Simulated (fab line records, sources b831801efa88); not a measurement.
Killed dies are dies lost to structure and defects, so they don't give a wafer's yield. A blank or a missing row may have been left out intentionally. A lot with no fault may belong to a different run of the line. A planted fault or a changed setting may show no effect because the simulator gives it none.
Chamber matching ; flow gf180mcu ; 4 sister chambers for GF_V2_CMP_26 on cmp-01
The step polishes, stops on SiO2, t overpolish 15 s, target thk 0 nm. 14 wafers are shown with their chamber, then 7 later ones without.

WAFERS WITH THEIR CHAMBER
wafer;chamber;motor_current_A (A);time_to_endpoint_s (s)
L783.2;0;9.9;85
L783.4;3;11.0;91
L783.5;1;12.6;85
L784.1;0;9.8;80
L784.2;3;10.5;82
L784.6;0;10.3;76
L795.1;2;11.7;82
L795.4;1;12.4;78
L795.5;1;12.7;77
L797.1;0;10.1;81
L797.5;1;12.7;82
L797.6;0;9.7;77
L798.2;3;10.4;88
L798.4;0;9.7;78

SIGNATURES (means of the wafers above)
reading;chamber 0;chamber 1;chamber 2;chamber 3;scatter within a chamber
motor_current_A;9.917;12.600;11.700;10.633;0.236
time_to_endpoint_s;79.50;80.50;82.00;87.00;3.69
Rule: a wafer's distance from a chamber is the root of the sum, over the readings, of the square of ((its reading less the chamber's mean) divided by the reading's scatter). The wafer belongs to the nearest chamber; if the next one is less than 2 further off, it can't be placed. How the scatter is found: for the shown wafers, subtract from each reading the mean of its chamber, square and add these, divide the total by (wafers less chambers), then take the root.

WAFERS WITH NO CHAMBER GIVEN
wafer;motor_current_A (A);time_to_endpoint_s (s)
L798.5;9.8;84
L799.2;11.8;82
L799.4;10.8;85
L799.5;10.6;84
L800.3;10.4;76
L800.4;12.3;80
L800.5;10.8;87

EACH ONE'S CHAMBER
wafer;from the rows above;in truth
L798.5;0;0
L799.2;2;2
L799.4;3;3
L799.5;3;3
L800.3;can't be placed: 0 or 3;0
L800.4;can't be placed: 1 or 2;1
L800.5;3;3
Placed correctly: 5 of 7. From these rows, 2 cannot be placed; in 2 the true chamber is one of the candidates. Number placed wrongly: 0.
